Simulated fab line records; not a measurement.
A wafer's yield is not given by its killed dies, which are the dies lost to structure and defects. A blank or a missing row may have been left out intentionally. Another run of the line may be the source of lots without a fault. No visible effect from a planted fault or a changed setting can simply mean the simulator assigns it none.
fab line records | flow gf180mcu
record lots=13 | wafers=39 | last_day=34
route steps=602 shown STI@1 NWELL@46 V1@359 V2@387
lots untouched by any fault: they come from a run of this same line in which no faults occurred
start_h: the number of hours between the record's first day and the start of the first shown wafer of the lot | wait_h: hours elapsed since this lot's preceding step | " as in the row above | L1.1+2: several wafers, shown together as one row | - value missing, or start not given | * or withheld: withheld | < > ~ a bound
route shown NAME@n: NAME is a module with steps in the file, n the number in the route of the first one | usual: mean and standard deviation over wafers with no fault | same: alike in all rows | chamber/n: place in a boat | sites: the reading at each site | _std_site: the standard deviation of these | _edge_site: mean of outer sites minus mean of inner sites | radius_mm: how far each site lies from the wafer's centre | mask NAME#n: copy n | behind: the tool/chamber that last shaped the wafer | hold: what put the lot on hold/how long, in hours/how the hold closed | device: which transistor (n, p or np) failed to switch | end of line: at the end of the route, the tests of the same wafers | where a step has no rows: the recipe by itself | killed: dies that structure and defects cost at the first sort, which is not the same as the wafer's yield | map: shows each die of a wafer: x if killed, . if not, _ if none is there
set.NAME: the setting the step ran with; set.NAME@STEP: the setting that earlier step ran with | model.NAME: the simulator's own value behind a step, which no gauge read
a sample of lots followed through the steps of the route, with each step as a table and each wafer as a row
services: when a tool's chamber went out of use (start_h, in hours from the record's first day, below 0 if earlier), for how many hours, and the reason
## steps
# step GF_STI_BOW_MEAS_00
# recipe mode=bow
# usual INCOMING_BOW=-1/6.4
lot.wafer | tool          | chamber | start_h | wait_h | INCOMING_BOW[um]
L185.2    | film_metro-03 | -       | 10.02   | -      | -9
L185.3    | "             | -       | "       | "      | 1
L185.5    | "             | -       | "       | "      | -4
L187.1    | film_metro-04 | -       | 20.00   | -      | 1
L187.3    | "             | -       | "       | "      | 0
L187.4    | "             | -       | "       | "      | -12
L188.1    | film_metro-02 | -       | 25.00   | -      | 13
L188.2    | "             | -       | "       | "      | 8
L188.4    | "             | -       | "       | "      | -4
L190.1    | film_metro-02 | -       | 35.00   | -      | 4
L190.3    | "             | -       | "       | "      | -5
L190.5    | "             | -       | "       | "      | -5
L191.1    | film_metro-03 | -       | 40.00   | -      | 4
L191.3    | "             | -       | "       | "      | 6
L191.4    | "             | -       | "       | "      | -5
L192.2    | film_metro-04 | -       | 45.02   | -      | 1
L192.4    | "             | -       | "       | "      | 18
L192.5    | "             | -       | "       | "      | 6
L193.1    | film_metro-04 | -       | 50.00   | -      | 4
L193.3    | "             | -       | "       | "      | -5
L193.6    | "             | -       | "       | "      | -1
L194.1    | film_metro-04 | -       | 55.00   | -      | -4
L194.3    | "             | -       | "       | "      | 0
L194.6    | "             | -       | "       | "      | -6
L195.2    | film_metro-04 | -       | 60.02   | -      | -2
L195.5    | "             | -       | "       | "      | 0
L195.6    | "             | -       | "       | "      | -9
L197.1    | film_metro-03 | -       | 70.00   | -      | 9
L197.2    | "             | -       | "       | "      | 5
L197.3    | "             | -       | "       | "      | -2
L199.1    | film_metro-04 | -       | 80.00   | -      | -10
L199.4    | "             | -       | "       | "      | -1
L199.5    | "             | -       | "       | "      | 1
L204.1    | film_metro-03 | -       | 105.00  | -      | 9
L204.2    | "             | -       | "       | "      | -8
L204.4    | "             | -       | "       | "      | 0
L208.4    | film_metro-04 | -       | 125.06  | -      | -1
L208.5    | "             | -       | "       | "      | 2
L208.6    | "             | -       | "       | "      | 3
# step GF_NWELL_EXPOSE_04
# recipe mask_id=Nwell | target_cd_nm=860 | na=0.6 | source_shape=conventional | sigma_outer=0.6 | dose_mj=260
# usual exposure_dose_mJ_cm2=260.02/0.24 | reticle_temp_C=22.99/0.11
# same sigma_outer=0.6
lot.wafer | tool             | chamber | start_h | wait_h | mask       | exposure_dose_mJ_cm2 | reticle_temp_C
L185.2    | iline_stepper-02 | 0       | 49.17   | -      | Nwell#0    | 259.94               | 22.92
L185.3    | "                | 0       | "       | "      | Nwell#0    | 260.08               | 23.15
L185.5    | "                | 0       | "       | "      | Nwell#0    | 260.16               | 23.05
L187.1    | iline_stepper-02 | 0       | 60.97   | -      | Nwell#0    | 260.25               | 23.02
L187.3    | "                | 0       | "       | "      | Nwell#0    | 259.92               | 22.84
L187.4    | "                | 0       | "       | "      | Nwell#0    | 260.25               | 22.85
L188.1    | iline_stepper-01 | 0       | 64.63   | -      | Nwell#0    | 259.67               | 23.01
L188.2    | "                | 0       | "       | "      | Nwell#0    | 259.73               | 23.05
L188.4    | "                | 0       | "       | "      | Nwell#0    | 259.56               | 23.10
L190.1    | iline_stepper-02 | 0       | 75.17   | -      | Nwell#0    | 260.37               | 22.87
L190.3    | "                | 0       | "       | "      | Nwell#0    | 259.93               | 22.85
L190.5    | "                | 0       | "       | "      | Nwell#0    | 260.19               | 22.84
L191.1    | iline_stepper-01 | 0       | 81.77   | -      | Nwell#0    | 260.04               | 22.83
L191.3    | "                | 0       | "       | "      | Nwell#0    | 259.86               | 22.97
L191.4    | "                | 0       | "       | "      | Nwell#0    | 260.22               | 22.96
L192.2    | iline_stepper-01 | 0       | 85.84   | -      | Nwell#0    | 259.93               | 23.08
L192.4    | "                | 0       | "       | "      | Nwell#0    | 260.49               | 22.96
L192.5    | "                | 0       | "       | "      | Nwell#0    | 260.63               | 22.95
L193.1    | iline_stepper-01 | 0       | 91.50   | -      | Nwell#0    | 260.14               | 22.94
L193.3    | "                | 0       | "       | "      | Nwell#0    | 259.76               | 23.08
L193.6    | "                | 0       | "       | "      | Nwell#0    | 260.11               | 23.00
L194.1    | iline_stepper-02 | 0       | 96.58   | -      | Nwell#0    | 259.83               | 23.02
L194.3    | "                | 0       | "       | "      | Nwell#0    | 260.01               | 23.06
L194.6    | "                | 0       | "       | "      | Nwell#0    | 259.80               | 23.03
L195.2    | iline_stepper-01 | 0       | 104.30  | -      | Nwell#0    | 259.99               | 23.17
L195.5    | "                | 0       | "       | "      | Nwell#0    | 260.20               | 22.96
L195.6    | "                | 0       | "       | "      | Nwell#0    | 260.36               | 23.00
L197.1    | iline_stepper-01 | 0       | 115.42  | -      | Nwell#0    | 259.92               | 22.98
L197.2    | "                | 0       | "       | "      | Nwell#0    | 259.54               | 22.86
L197.3    | "                | 0       | "       | "      | Nwell#0    | 259.99               | 22.97
L199.1    | iline_stepper-01 | 0       | 127.28  | -      | Nwell#0    | 260.05               | 22.78
L199.4    | "                | 0       | "       | "      | Nwell#0    | 260.17               | 23.01
L199.5    | "                | 0       | "       | "      | Nwell#0    | 259.83               | 22.98
L204.1    | iline_stepper-02 | 0       | 153.31  | -      | Nwell_R1#0 | 260.13               | 23.05
L204.2    | "                | 0       | "       | "      | Nwell_R1#0 | 260.40               | 23.05
L204.4    | "                | 0       | "       | "      | Nwell_R1#0 | 260.23               | 22.94
L208.4    | iline_stepper-01 | 0       | 174.21  | -      | Nwell#0    | 259.99               | 22.80
L208.5    | "                | 0       | "       | "      | Nwell#0    | 260.25               | 22.75
L208.6    | "                | 0       | "       | "      | Nwell#0    | 260.07               | 22.94
# step GF_V1_RS_MEAS_24
# recipe thk_meas_gauge=four-point-probe | reads=W_of_V1_CVD_23+TiN_of_V1_SPUTTER_22+Ti_of_V1_SPUTTER_21
# usual V1_W_RS=0.3264/0.0029
lot.wafer | tool          | chamber | start_h | wait_h | V1_W_RS[ohm/sq]
L185.2    | film_metro-04 | -       | 411.33  | 0.1    | 0.3263
L185.3    | "             | -       | "       | "      | 0.3275
L185.5    | "             | -       | "       | "      | 0.3246
L187.1    | film_metro-02 | -       | 434.01  | 0.1    | 0.3307
L187.3    | "             | -       | "       | "      | 0.3296
L187.4    | "             | -       | "       | "      | 0.3312
L188.1    | film_metro-03 | -       | 439.83  | 0.1    | 0.3326
L188.2    | "             | -       | "       | "      | 0.3315
L188.4    | "             | -       | "       | "      | 0.3279
L190.1    | film_metro-04 | -       | 454.55  | 0.1    | 0.3295
L190.3    | "             | -       | "       | "      | 0.3268
L190.5    | "             | -       | "       | "      | 0.3274
L191.1    | film_metro-02 | -       | 468.84  | 0.1    | 0.3275
L191.3    | "             | -       | "       | "      | 0.3256
L191.4    | "             | -       | "       | "      | 0.3276
L192.2    | film_metro-04 | -       | 480.40  | 0.1    | 0.3242
L192.4    | "             | -       | "       | "      | 0.3260
L192.5    | "             | -       | "       | "      | 0.3249
L193.1    | film_metro-03 | -       | 485.78  | 0.1    | 0.3270
L193.3    | "             | -       | "       | "      | 0.3241
L193.6    | "             | -       | "       | "      | 0.3244
L194.1    | film_metro-03 | -       | 489.73  | 0.1    | 0.3261
L194.3    | "             | -       | "       | "      | 0.3304
L194.6    | "             | -       | "       | "      | 0.3233
L195.2    | film_metro-04 | -       | 506.71  | 0.1    | 0.3267
L195.5    | "             | -       | "       | "      | 0.3277
L195.6    | "             | -       | "       | "      | 0.3284
L197.1    | film_metro-04 | -       | 528.16  | 0.1    | 0.3220
L197.2    | "             | -       | "       | "      | 0.3210
L197.3    | "             | -       | "       | "      | 0.3197
L199.1    | film_metro-03 | -       | 543.66  | 0.1    | 0.3204
L199.4    | "             | -       | "       | "      | 0.3255
L199.5    | "             | -       | "       | "      | 0.3257
L204.1    | film_metro-03 | -       | 581.57  | 0.1    | 0.3234
L204.2    | "             | -       | "       | "      | 0.3298
L204.4    | "             | -       | "       | "      | 0.3297
L208.4    | film_metro-04 | -       | 606.55  | 0.1    | 0.3281
L208.5    | "             | -       | "       | "      | 0.3282
L208.6    | "             | -       | "       | "      | 0.3319
# step GF_V2_BOW_MEAS_05
# recipe mode=bow
# usual V2_BOW=102/8.6
lot.wafer | tool          | chamber | start_h | wait_h | V2_BOW[um]
L185.2    | film_metro-02 | -       | 437.27  | 0.2    | 97
L185.3    | "             | -       | "       | "      | 109
L185.5    | "             | -       | "       | "      | 103
L187.1    | film_metro-03 | -       | 460.06  | 0.2    | 98
L187.3    | "             | -       | "       | "      | 97
L187.4    | "             | -       | "       | "      | 85
L188.1    | film_metro-02 | -       | 465.89  | 0.1    | 122
L188.2    | "             | -       | "       | "      | 119
L188.4    | "             | -       | "       | "      | 105
L190.1    | film_metro-02 | -       | 481.46  | 0.2    | 116
L190.3    | "             | -       | "       | "      | 106
L190.5    | "             | -       | "       | "      | 105
L191.1    | film_metro-02 | -       | 494.59  | 0.2    | 101
L191.3    | "             | -       | "       | "      | 104
L191.4    | "             | -       | "       | "      | 90
L192.2    | film_metro-02 | -       | 506.50  | 0.3    | 105
L192.4    | "             | -       | "       | "      | 122
L192.5    | "             | -       | "       | "      | 110
L193.1    | film_metro-02 | -       | 511.76  | 0.2    | 109
L193.3    | "             | -       | "       | "      | 101
L193.6    | "             | -       | "       | "      | 102
L194.1    | film_metro-01 | -       | 514.89  | 0.2    | 94
L194.3    | "             | -       | "       | "      | 100
L194.6    | "             | -       | "       | "      | 93
L195.2    | film_metro-02 | -       | 532.51  | 0.2    | 109
L195.5    | "             | -       | "       | "      | 108
L195.6    | "             | -       | "       | "      | 100
L197.1    | film_metro-03 | -       | 552.11  | 0.2    | 109
L197.2    | "             | -       | "       | "      | 105
L197.3    | "             | -       | "       | "      | 97
L199.1    | film_metro-03 | -       | 567.58  | 0.2    | 84
L199.4    | "             | -       | "       | "      | 92
L199.5    | "             | -       | "       | "      | 97
L204.1    | film_metro-01 | -       | 604.95  | 0.1    | 108
L204.2    | "             | -       | "       | "      | 90
L204.4    | "             | -       | "       | "      | 97
L208.4    | film_metro-02 | -       | 629.13  | 0.3    | 102
L208.5    | "             | -       | "       | "      | 106
L208.6    | "             | -       | "       | "      | 106
## services
tool             | chamber | start_h | hours | kind
iline_stepper-01 | -       | 59.66   | 1.7   | pm
iline_stepper-02 | -       | 81.50   | 4.4   | pm
iline_stepper-02 | -       | 85.95   | 1.7   | pm
## key
first_sign step=GF_NWELL_EXPOSE_04 | reading=mask | direction=changed
effect none on later readings
met_at GF_NWELL_EXPOSE_04
struck_lots L204
tester_left_out L204
not_acting_at GF_STI_BOW_MEAS_00,GF_V1_RS_MEAS_24,GF_V2_BOW_MEAS_05
onset_between 96.58 153.31
fault kind=wrong_mask | tool=any | chamber=- | onset_h=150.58 | steps=GF_NWELL_EXPOSE_04 | aux_copy=Nwell_R1#0 | cd_offset_nm=-43 | scope=struck_lots_only
# tester_left_out: of these lots the tester's yield and bins aren't shown, on N5 and GAA mostly nor the transistor test; their killed dies are dies lost to structure and defects alone, not to doping, threshold or leakage, so they don't give the yield
